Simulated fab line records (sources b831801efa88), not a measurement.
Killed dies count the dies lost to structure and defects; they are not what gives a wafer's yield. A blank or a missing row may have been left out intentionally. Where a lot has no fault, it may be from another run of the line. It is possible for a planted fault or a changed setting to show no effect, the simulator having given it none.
The tool behind it: which one? -- flow sky130 -- 14 lots with 42 wafers sampled at 3 steps, on a route of 708 steps

WHAT EACH GAUGE READ, for each wafer
SKY_SD_P_OVL_MEAS_08. Usual: SD_P_OVL gives 0.5 nm (standard deviation 1.6).
lot,measured,on,SD_P_OVL (nm),flag
L735,day 25 06:58,overlay-02,1.0 1.0 1.7,
L737,day 25 10:38,overlay-02,4.8 5.1 2.7,
L738,day 25 23:13,overlay-02,2.9 0.4 -0.2,
L739,day 26 11:56,overlay-01,0.9 -0.5 0.9,
L743,day 27 23:58,overlay-01,1.6 4.3 3.0,
L744,day 28 11:17,overlay-01,0.3 -0.2 0.2,
L745,day 28 20:28,overlay-02,1.6 -0.4 1.1,
L746,day 29 09:29,overlay-01,0.2 -1.3 0.3,
L753,day 32 05:07,overlay-02,1.7 0.5 -0.6,
L754,day 32 05:31,overlay-01,0.8 -1.5 0.7,
L755,day 32 12:40,overlay-02,1.5 -0.2 -3.1,
L756,day 32 12:52,overlay-01,0.2 2.0 2.0,
L757,day 33 00:28,overlay-02,1.6 0.2 1.8,
L758,day 33 06:59,overlay-02,0.2 2.0 1.4,

SKY_SD_N_TW_MEAS_12. Usual: SD_N_TW gives 3992 (standard deviation 67).
lot,measured,on,SD_N_TW,flag
L735,day 27 19:07,filmMetro-01,4057 4039 4063,
L737,day 28 00:16,filmMetro-04,4072 4089 4091,
L738,day 28 09:47,filmMetro-03,3942 3939 3935,
L739,day 28 23:26,filmMetro-03,3937 3940 3946,
L743,day 30 08:14,filmMetro-03,3984 3964 3932,
L744,day 30 19:04,filmMetro-03,3954 3972 3951,
L745,day 31 05:10,filmMetro-03,3957 3931 3918,
L746,day 31 18:01,filmMetro-04,4107 4097 4069,
L753,day 34 11:08,filmMetro-01,4053 4052 4041,
L754,day 34 12:23,filmMetro-03,3912 3898 3893,
L755,day 34 19:46,filmMetro-03,3911 3939 3919,
L756,day 34 20:22,filmMetro-01,4029 4027 4027,
L757,day 35 07:20,filmMetro-03,3916 3902 3915,
L758,day 35 13:23,filmMetro-04,4052 4051 4047,

TOOL THAT RAN EACH LOT (tool first, then ch and the chambers of the sampled wafers, then the start)
lot,SKY_SD_N_DEVELOP_06
L735,"lithoTrack-01 ch 0, day 27 18:24"
L737,"lithoTrack-03 ch 0, day 27 23:37"
L738,"lithoTrack-03 ch 0, day 28 09:05"
L739,"lithoTrack-01 ch 0, day 28 22:47"
L743,"lithoTrack-01 ch 0, day 30 07:21"
L744,"lithoTrack-01 ch 0, day 30 18:23"
L745,"lithoTrack-01 ch 0, day 31 04:27"
L746,"lithoTrack-01 ch 0, day 31 17:20"
L753,"lithoTrack-04 ch 0, day 34 10:26"
L754,"lithoTrack-03 ch 0, day 34 11:41"
L755,"lithoTrack-04 ch 0, day 34 19:04"
L756,"lithoTrack-01 ch 0, day 34 19:39"
L757,"lithoTrack-03 ch 0, day 35 06:38"
L758,"lithoTrack-01 ch 0, day 35 12:44"
- SKY_SD_N_DEVELOP_06: develop time 60 s.

AS READ BY THE TOOLS THEMSELVES (means over the sampled wafers that have a number; for cases with no such wafer, the mark the record gives instead)
SKY_SD_N_DEVELOP_06. Usual: developerTempC 23.00 C, standard deviation 0.11.
lot,tool,developerTempC (C),flag
L735,lithoTrack-01,22.95,
L737,lithoTrack-03,22.95,
L738,lithoTrack-03,22.94,
L739,lithoTrack-01,22.93,
L743,lithoTrack-01,22.94,
L744,lithoTrack-01,22.97,
L745,lithoTrack-01,22.14,OFF
L746,lithoTrack-01,21.97,OFF
L753,lithoTrack-04,23.01,
L754,lithoTrack-03,22.96,
L755,lithoTrack-04,22.99,
L756,lithoTrack-01,23.08,
L757,lithoTrack-03,23.04,
L758,lithoTrack-01,22.90,

THE ANSWER, worked out from the rows above alone
Rule: lot off if the mean of its wafers having a number is beyond 3 standard deviations from the usual mean. A lot without any number at a reading at which 4 lots or more have one is off too. Where the step has rows for the other lots, those lots are counted as sound. After the gauges, taken in route order, come the tools' own readings; for these a lot's mean is taken, as printed above. At the first step where some lot is off, the reading lying furthest off is the one used; lots without a number count as furthest.
Off at SKY_SD_N_DEVELOP_06 (developerTempC): L745, L746.
If a tool, at that step or one of the process steps before it, ran each lot that is off and ran no sound lot following the first of them, it fits. Of those tried, none fits.

WHAT THE SIMULATOR HAD INSERTED
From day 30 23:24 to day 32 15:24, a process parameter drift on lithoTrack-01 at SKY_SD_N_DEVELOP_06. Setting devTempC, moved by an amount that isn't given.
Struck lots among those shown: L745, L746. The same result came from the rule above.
